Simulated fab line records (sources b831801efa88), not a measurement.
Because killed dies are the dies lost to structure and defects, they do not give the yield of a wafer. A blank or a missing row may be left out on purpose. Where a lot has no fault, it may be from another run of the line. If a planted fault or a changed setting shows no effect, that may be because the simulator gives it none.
Split-lot trial -- flow sky130 -- 5 lots, 23 wafers read, on a route of 708 steps

== SPLIT DETAILS ==
At SKY_METAL5_SPUTTER_04 (material TiN, target thk 70 nm, time 58.3 s), the setting time-s was moved away from the recipe's 58.3 s on 12 of the 23 wafers read, by -10.9% to +10.6%. For the rest of the wafers, this setting stayed at what the recipe calls for.

The split's own step is where the reading is taken.

== THE READING ==
TiN_of_METAL5_SPUTTER_04.thk-nm (the simulator's own value, which no gauge read), in nm, at SKY_METAL5_SPUTTER_04 (material TiN, target thk 70 nm, time 58.3 s). The file does not state a usual value for it. Across the 11 wafers here that went through the recipe, the average is 69.50 nm and the standard deviation 0.84 nm.

wafer,"tool, chamber at the split","time-s as run, s",against the recipe,"TiN_of_METAL5_SPUTTER_04.thk-nm, nm",against lot-mates on the recipe
L074.1,"pvd-sputter-02, -",63.51,+8.9%,76.75,+6.87
L074.3,"pvd-sputter-02, -",58.3,recipe,70.22,-
L074.4,"pvd-sputter-02, -",63.51,+8.9%,75.59,+5.71
L074.5,"pvd-sputter-02, -",58.3,recipe,69.54,-
L074.6,"pvd-sputter-02, -",63.51,+8.9%,76.61,+6.73
L075.1,"pvd-sputter-03, -",58.3,recipe,68.85,-
L075.3,"pvd-sputter-03, -",58.3,recipe,69.25,-
L075.4,"pvd-sputter-03, -",58.3,recipe,68.57,-
L079.1,"pvd-sputter-01, -",58.3,recipe,69.98,-
L079.2,"pvd-sputter-01, -",58.3,recipe,69.26,-
L079.4,"pvd-sputter-01, -",62.75,+7.6%,73.6,+3.98
L079.5,"pvd-sputter-01, -",62.75,+7.6%,73.2,+3.58
L079.6,"pvd-sputter-01, -",62.75,+7.6%,74.48,+4.86
L082.2,"pvd-sputter-03, -",58.3,recipe,68.63,-
L082.3,"pvd-sputter-03, -",51.92,-10.9%,62.3,-6.25
L082.4,"pvd-sputter-03, -",58.3,recipe,68.47,-
L082.5,"pvd-sputter-03, -",51.92,-10.9%,61.97,-6.58
L082.6,"pvd-sputter-03, -",51.92,-10.9%,60.95,-7.60
L084.1,"pvd-sputter-02, -",64.47,+10.6%,77.88,+7.04
L084.2,"pvd-sputter-02, -",64.47,+10.6%,78.57,+7.73
L084.3,"pvd-sputter-02, -",64.47,+10.6%,76.96,+6.12
L084.5,"pvd-sputter-02, -",58.3,recipe,70.58,-
L084.6,"pvd-sputter-02, -",58.3,recipe,71.1,-

FIT RESULTS
A straight line over all 23 wafers: TiN_of_METAL5_SPUTTER_04.thk-nm changes by +0.72 nm for each +1% of time-s; r = +0.98; the points scatter about the line by 0.93 nm.
The same after taking each lot's own level away (the mean of its wafers on the recipe; 23 wafers): +0.64 nm for each +1%; r = +0.99; scatter 0.63 nm.
Per that fit: largest time-s move, reading shift of 7 nm.
The lots' own levels span 68.550 to 70.840 nm, that is 2.7 times the standard deviation above.
Hence the slope depends on the lot-to-lot level, as the two fits are not the same.
Check: for one of the wafers moved furthest among these (-10.9%), held out of the fit, the line's prediction against its lot-mates is -7.14 nm. Against them it came out at -6.25 nm.

== ADDITIONAL SPLITS CARRIED BY THESE WAFERS ==
Note: prior to the reading, these wafers also went through further splits. Each is held against what the fit with the lots' levels taken away leaves over:
other split on the same wafers,wafers away from the commonest value,r with TiN_of_METAL5_SPUTTER_04.thk-nm (lot level and that fit taken away)
SKY_VIA4_HDPCVD_00 time-s,8,+0.43

== THE FILE'S OWN FIT ==
TiN_of_METAL5_SPUTTER_04.thk-nm changes by +0.641 nm for each +1% of time-s, r = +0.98.
